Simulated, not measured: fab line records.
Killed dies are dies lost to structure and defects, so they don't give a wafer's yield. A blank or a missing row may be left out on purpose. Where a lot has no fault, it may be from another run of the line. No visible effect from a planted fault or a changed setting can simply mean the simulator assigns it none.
Which tool did it? / flow sky130 / 33 wafers from 11 lots sampled at 6 of the route's 708 steps

## WHAT THE GAUGES SHOWED, per wafer
SKY_LI_CONTACT_THK_MEAS_01.
lot=L235; measured=day 28 00:35; on=film_metro-03; LI_CONTACT_HDPCVD_THK (nm)=940 938 933
lot=L237; measured=day 29 00:55; on=film_metro-01; LI_CONTACT_HDPCVD_THK (nm)=949 936 939
lot=L238; measured=day 29 17:44; on=film_metro-01; LI_CONTACT_HDPCVD_THK (nm)=943 949 936
lot=L240; measured=day 29 18:15; on=film_metro-03; LI_CONTACT_HDPCVD_THK (nm)=935 935 935
lot=L243; measured=day 31 08:24; on=film_metro-03; LI_CONTACT_HDPCVD_THK (nm)=936 950 946
lot=L244; measured=day 31 17:03; on=film_metro-02; LI_CONTACT_HDPCVD_THK (nm)=934 927 932
lot=L246; measured=day 32 03:23; on=film_metro-03; LI_CONTACT_HDPCVD_THK (nm)=1130 1124 1126
lot=L247; measured=day 32 10:51; on=film_metro-01; LI_CONTACT_HDPCVD_THK (nm)=1115 1114 1120
lot=L250; measured=day 34 06:28; on=film_metro-02; LI_CONTACT_HDPCVD_THK (nm)=928 933 939
lot=L256; measured=day 35 07:22; on=film_metro-03; LI_CONTACT_HDPCVD_THK (nm)=938 915 918
lot=L257; measured=day 35 12:39; on=film_metro-03; LI_CONTACT_HDPCVD_THK (nm)=932 940 930

SKY_LI_CONTACT_BOW_MEAS_03.
lot=L235; measured=day 28 00:56; on=film_metro-03; LI_CONTACT_BOW (um)=51 50 59
lot=L237; measured=day 29 01:17; on=film_metro-01; LI_CONTACT_BOW (um)=54 50 62
lot=L238; measured=day 29 18:06; on=film_metro-01; LI_CONTACT_BOW (um)=56 45 57
lot=L240; measured=day 29 18:37; on=film_metro-02; LI_CONTACT_BOW (um)=59 56 49
lot=L243; measured=day 31 08:46; on=film_metro-03; LI_CONTACT_BOW (um)=55 52 61
lot=L244; measured=day 31 17:25; on=film_metro-02; LI_CONTACT_BOW (um)=64 54 51
lot=L246; measured=day 32 03:59; on=film_metro-01; LI_CONTACT_BOW (um)=60 57 67
lot=L247; measured=day 32 11:13; on=film_metro-02; LI_CONTACT_BOW (um)=47 42 52
lot=L250; measured=day 34 06:50; on=film_metro-03; LI_CONTACT_BOW (um)=55 58 52
lot=L256; measured=day 35 07:44; on=film_metro-03; LI_CONTACT_BOW (um)=64 66 46
lot=L257; measured=day 35 13:10; on=film_metro-03; LI_CONTACT_BOW (um)=54 70 48

## WHAT TOOL EACH LOT RAN ON (gives the tool, then ch and the chambers of the sampled wafers, and finally the start)
lot=L235; SKY_RES_XHIGH_STRIP_08=plasma_asher-02 ch 0,1, day 26 18:35; SKY_SD_N_RTA_14=rtp_anneal-01 ch 0, day 27 23:55; SKY_LI_CONTACT_HDPCVD_00=hdpcvd-01 ch 0,2, day 28 00:28; SKY_LI_CONTACT_CMP_02=cmp-02 ch 0,1,2, day 28 00:44
lot=L237; SKY_RES_XHIGH_STRIP_08=plasma_asher-01 ch 0,1, day 27 18:53; SKY_SD_N_RTA_14=rtp_anneal-01 ch 0, day 29 00:16; SKY_LI_CONTACT_HDPCVD_00=hdpcvd-02 ch 0,1, day 29 00:48; SKY_LI_CONTACT_CMP_02=cmp-01 ch 1,2, day 29 00:58
lot=L238; SKY_RES_XHIGH_STRIP_08=plasma_asher-03 ch 0,1, day 28 11:44; SKY_SD_N_RTA_14=rtp_anneal-02 ch 0, day 29 17:05; SKY_LI_CONTACT_HDPCVD_00=hdpcvd-01 ch 0,1,2, day 29 17:38; SKY_LI_CONTACT_CMP_02=cmp-02 ch 1,3, day 29 17:48
lot=L240; SKY_RES_XHIGH_STRIP_08=plasma_asher-01 ch 0,1, day 28 12:50; SKY_SD_N_RTA_14=rtp_anneal-01 ch 0, day 29 17:35; SKY_LI_CONTACT_HDPCVD_00=hdpcvd-02 ch 0,1, day 29 18:08; SKY_LI_CONTACT_CMP_02=cmp-01 ch 0,1, day 29 18:19
lot=L243; SKY_RES_XHIGH_STRIP_08=plasma_asher-03 ch 0,1, day 30 02:50; SKY_SD_N_RTA_14=rtp_anneal-01 ch 0, day 31 07:45; SKY_LI_CONTACT_HDPCVD_00=hdpcvd-01 ch 0,1,2, day 31 08:18; SKY_LI_CONTACT_CMP_02=cmp-01 ch 0,2,3, day 31 08:31
lot=L244; SKY_RES_XHIGH_STRIP_08=plasma_asher-02 ch 0,1, day 30 11:41; SKY_SD_N_RTA_14=rtp_anneal-02 ch 0, day 31 16:20; SKY_LI_CONTACT_HDPCVD_00=hdpcvd-02 ch 0,1, day 31 16:57; SKY_LI_CONTACT_CMP_02=cmp-02 ch 0,1,3, day 31 17:13
lot=L246; SKY_RES_XHIGH_STRIP_08=plasma_asher-01 ch 0,1, day 30 21:53; SKY_SD_N_RTA_14=rtp_anneal-02 ch 0, day 32 02:44; SKY_LI_CONTACT_HDPCVD_00=hdpcvd-02 ch 0,1,2, day 32 03:19; SKY_LI_CONTACT_CMP_02=cmp-02 ch 0,1,3, day 32 03:43
lot=L247; SKY_RES_XHIGH_STRIP_08=plasma_asher-02 ch 0,1, day 31 06:29; SKY_SD_N_RTA_14=rtp_anneal-01 ch 0, day 32 10:11; SKY_LI_CONTACT_HDPCVD_00=hdpcvd-02 ch 0,2, day 32 10:44; SKY_LI_CONTACT_CMP_02=cmp-02 ch 0,1,2, day 32 10:57
lot=L250; SKY_RES_XHIGH_STRIP_08=plasma_asher-03 ch 0,1, day 33 01:45; SKY_SD_N_RTA_14=rtp_anneal-01 ch 0, day 34 05:49; SKY_LI_CONTACT_HDPCVD_00=hdpcvd-01 ch 0,1,2, day 34 06:22; SKY_LI_CONTACT_CMP_02=cmp-02 ch 0,1,3, day 34 06:34
lot=L256; SKY_RES_XHIGH_STRIP_08=plasma_asher-01 ch 0,1, day 34 03:35; SKY_SD_N_RTA_14=rtp_anneal-02 ch 0, day 35 06:41; SKY_LI_CONTACT_HDPCVD_00=hdpcvd-02 ch 1,2, day 35 07:16; SKY_LI_CONTACT_CMP_02=cmp-02 ch 0,1, day 35 07:26
lot=L257; SKY_RES_XHIGH_STRIP_08=plasma_asher-01 ch 0,1, day 34 08:39; SKY_SD_N_RTA_14=rtp_anneal-02 ch 0, day 35 12:00; SKY_LI_CONTACT_HDPCVD_00=hdpcvd-01 ch 0,1,2, day 35 12:33; SKY_LI_CONTACT_CMP_02=cmp-01 ch 1,2,3, day 35 12:52
- SKY_RES_XHIGH_STRIP_08: strips in O2/N2.
- SKY_SD_N_RTA_14: time 2 s.
- SKY_LI_CONTACT_HDPCVD_00: deposits PSG, target thk 930 nm, time 155 s.
- SKY_LI_CONTACT_CMP_02: polishes PSG.

## WHAT THE TOOLS THEMSELVES READ (means of the sampled wafers that have a number; where no wafer has one, the mark that the record gives instead)
SKY_RES_XHIGH_STRIP_08.
lot=L235; tool=plasma_asher-02; drypump_motor_current_A (A)=5.1; n2_flow_sccm (sccm)=299.8; o2_flow_sccm (sccm)=2995; oes_product_au (a.u.)=0.708; strip_time_to_endpoint_s (s)=14.28
lot=L237; tool=plasma_asher-01; drypump_motor_current_A (A)=5.7; n2_flow_sccm (sccm)=300.4; o2_flow_sccm (sccm)=2994; oes_product_au (a.u.)=0.710; strip_time_to_endpoint_s (s)=14.32
lot=L238; tool=plasma_asher-03; drypump_motor_current_A (A)=5.9; n2_flow_sccm (sccm)=300.7; o2_flow_sccm (sccm)=2991; oes_product_au (a.u.)=0.711; strip_time_to_endpoint_s (s)=14.23
lot=L240; tool=plasma_asher-01; drypump_motor_current_A (A)=5.8; n2_flow_sccm (sccm)=300.1; o2_flow_sccm (sccm)=3002; oes_product_au (a.u.)=0.711; strip_time_to_endpoint_s (s)=14.25
lot=L243; tool=plasma_asher-03; drypump_motor_current_A (A)=5.9; n2_flow_sccm (sccm)=300.6; o2_flow_sccm (sccm)=3005; oes_product_au (a.u.)=0.712; strip_time_to_endpoint_s (s)=14.24
lot=L244; tool=plasma_asher-02; drypump_motor_current_A (A)=5.1; n2_flow_sccm (sccm)=300.5; o2_flow_sccm (sccm)=2996; oes_product_au (a.u.)=0.709; strip_time_to_endpoint_s (s)=14.25
lot=L246; tool=plasma_asher-01; drypump_motor_current_A (A)=5.7; n2_flow_sccm (sccm)=299.2; o2_flow_sccm (sccm)=3000; oes_product_au (a.u.)=0.711; strip_time_to_endpoint_s (s)=14.31
lot=L247; tool=plasma_asher-02; drypump_motor_current_A (A)=5.1; n2_flow_sccm (sccm)=299.8; o2_flow_sccm (sccm)=2999; oes_product_au (a.u.)=0.711; strip_time_to_endpoint_s (s)=14.23
lot=L250; tool=plasma_asher-03; drypump_motor_current_A (A)=5.9; n2_flow_sccm (sccm)=299.8; o2_flow_sccm (sccm)=2997; oes_product_au (a.u.)=0.708; strip_time_to_endpoint_s (s)=14.24
lot=L256; tool=plasma_asher-01; drypump_motor_current_A (A)=5.8; n2_flow_sccm (sccm)=299.2; o2_flow_sccm (sccm)=3001; oes_product_au (a.u.)=0.713; strip_time_to_endpoint_s (s)=14.30
lot=L257; tool=plasma_asher-01; drypump_motor_current_A (A)=5.8; n2_flow_sccm (sccm)=300.5; o2_flow_sccm (sccm)=2988; oes_product_au (a.u.)=0.716; strip_time_to_endpoint_s (s)=14.27

SKY_SD_N_RTA_14.
lot=L235; tool=rtp_anneal-01; lamp_power_pct (%)=15.80; wafer_temp_C_max=1080.1
lot=L237; tool=rtp_anneal-01; lamp_power_pct (%)=15.77; wafer_temp_C_max=1078.0
lot=L238; tool=rtp_anneal-02; lamp_power_pct (%)=15.71; wafer_temp_C_max=1078.6
lot=L240; tool=rtp_anneal-01; lamp_power_pct (%)=15.73; wafer_temp_C_max=1079.5
lot=L243; tool=rtp_anneal-01; lamp_power_pct (%)=15.70; wafer_temp_C_max=1077.3
lot=L244; tool=rtp_anneal-02; lamp_power_pct (%)=15.72; wafer_temp_C_max=1078.1
lot=L246; tool=rtp_anneal-02; lamp_power_pct (%)=15.77; wafer_temp_C_max=1078.8
lot=L247; tool=rtp_anneal-01; lamp_power_pct (%)=15.76; wafer_temp_C_max=1078.4
lot=L250; tool=rtp_anneal-01; lamp_power_pct (%)=15.71; wafer_temp_C_max=1077.7
lot=L256; tool=rtp_anneal-02; lamp_power_pct (%)=15.75; wafer_temp_C_max=1077.1
lot=L257; tool=rtp_anneal-02; lamp_power_pct (%)=15.76; wafer_temp_C_max=1078.3

SKY_LI_CONTACT_HDPCVD_00.
lot=L235; tool=hdpcvd-01; sih4_flow_sccm (sccm)=60.07
lot=L237; tool=hdpcvd-02; sih4_flow_sccm (sccm)=59.95
lot=L238; tool=hdpcvd-01; sih4_flow_sccm (sccm)=60.09
lot=L240; tool=hdpcvd-02; sih4_flow_sccm (sccm)=59.92
lot=L243; tool=hdpcvd-01; sih4_flow_sccm (sccm)=60.04
lot=L244; tool=hdpcvd-02; sih4_flow_sccm (sccm)=60.04
lot=L246; tool=hdpcvd-02; sih4_flow_sccm (sccm)=71.93
lot=L247; tool=hdpcvd-02; sih4_flow_sccm (sccm)=71.88
lot=L250; tool=hdpcvd-01; sih4_flow_sccm (sccm)=60.29
lot=L256; tool=hdpcvd-02; sih4_flow_sccm (sccm)=59.90
lot=L257; tool=hdpcvd-01; sih4_flow_sccm (sccm)=60.00

SKY_LI_CONTACT_CMP_02.
lot=L235; tool=cmp-02; motor_current_A (A)=12.6; slurry_filter_dp_kPa (kPa)=13.48; time_to_endpoint_s (s)=36
lot=L237; tool=cmp-01; motor_current_A (A)=11.8; slurry_filter_dp_kPa (kPa)=13.64; time_to_endpoint_s (s)=39
lot=L238; tool=cmp-02; motor_current_A (A)=12.8; slurry_filter_dp_kPa (kPa)=13.43; time_to_endpoint_s (s)=36
lot=L240; tool=cmp-01; motor_current_A (A)=11.4; slurry_filter_dp_kPa (kPa)=13.47; time_to_endpoint_s (s)=35
lot=L243; tool=cmp-01; motor_current_A (A)=12.2; slurry_filter_dp_kPa (kPa)=13.53; time_to_endpoint_s (s)=36
lot=L244; tool=cmp-02; motor_current_A (A)=12.7; slurry_filter_dp_kPa (kPa)=13.38; time_to_endpoint_s (s)=33
lot=L246; tool=cmp-02; motor_current_A (A)=12.4; slurry_filter_dp_kPa (kPa)=13.47; time_to_endpoint_s (s)=52
lot=L247; tool=cmp-02; motor_current_A (A)=12.3; slurry_filter_dp_kPa (kPa)=13.62; time_to_endpoint_s (s)=48
lot=L250; tool=cmp-02; motor_current_A (A)=12.3; slurry_filter_dp_kPa (kPa)=13.72; time_to_endpoint_s (s)=33
lot=L256; tool=cmp-02; motor_current_A (A)=12.1; slurry_filter_dp_kPa (kPa)=13.39; time_to_endpoint_s (s)=34
lot=L257; tool=cmp-01; motor_current_A (A)=12.1; slurry_filter_dp_kPa (kPa)=13.56; time_to_endpoint_s (s)=36

## THE ANSWER, worked out from the rows above alone
Rule: the usual values come from the lots themselves. The widest of any qualifying gaps counts: lots, ordered by their means at a reading, are off when they make up no more than a third of the lots, leave a main group of 4 or more, and stand apart from it by 3 or more times the standard deviation of that group's means. A main group is skipped when, at the precision printed for the reading in the tables above, its means are all equal. Also off: a lot with no number at a reading for which 4 or more lots have one. All remaining lots with rows at the step are treated as sound. The gauges are gone through in route order, then the tools' own readings, and for those a lot's mean is taken as printed above. At the first step where some lot is off, the reading lying furthest off is the one used; lots without a number count as furthest.
Off: L246, L247, at SKY_LI_CONTACT_THK_MEAS_01 (LI_CONTACT_HDPCVD_THK). For the main group the mean is 936 nm and the standard deviation 6.
If a tool, at a process step before that reading, ran all the lots that are off and no sound lot after the first of them, it fits. Not tried: the gauges at SKY_LI_CONTACT_THK_MEAS_01; whatever is off there is also off at SKY_LI_CONTACT_HDPCVD_00, on other tools, and gauge error can't account for it. None of those tried fits.

## WHAT THE SIMULATOR HAD INSERTED
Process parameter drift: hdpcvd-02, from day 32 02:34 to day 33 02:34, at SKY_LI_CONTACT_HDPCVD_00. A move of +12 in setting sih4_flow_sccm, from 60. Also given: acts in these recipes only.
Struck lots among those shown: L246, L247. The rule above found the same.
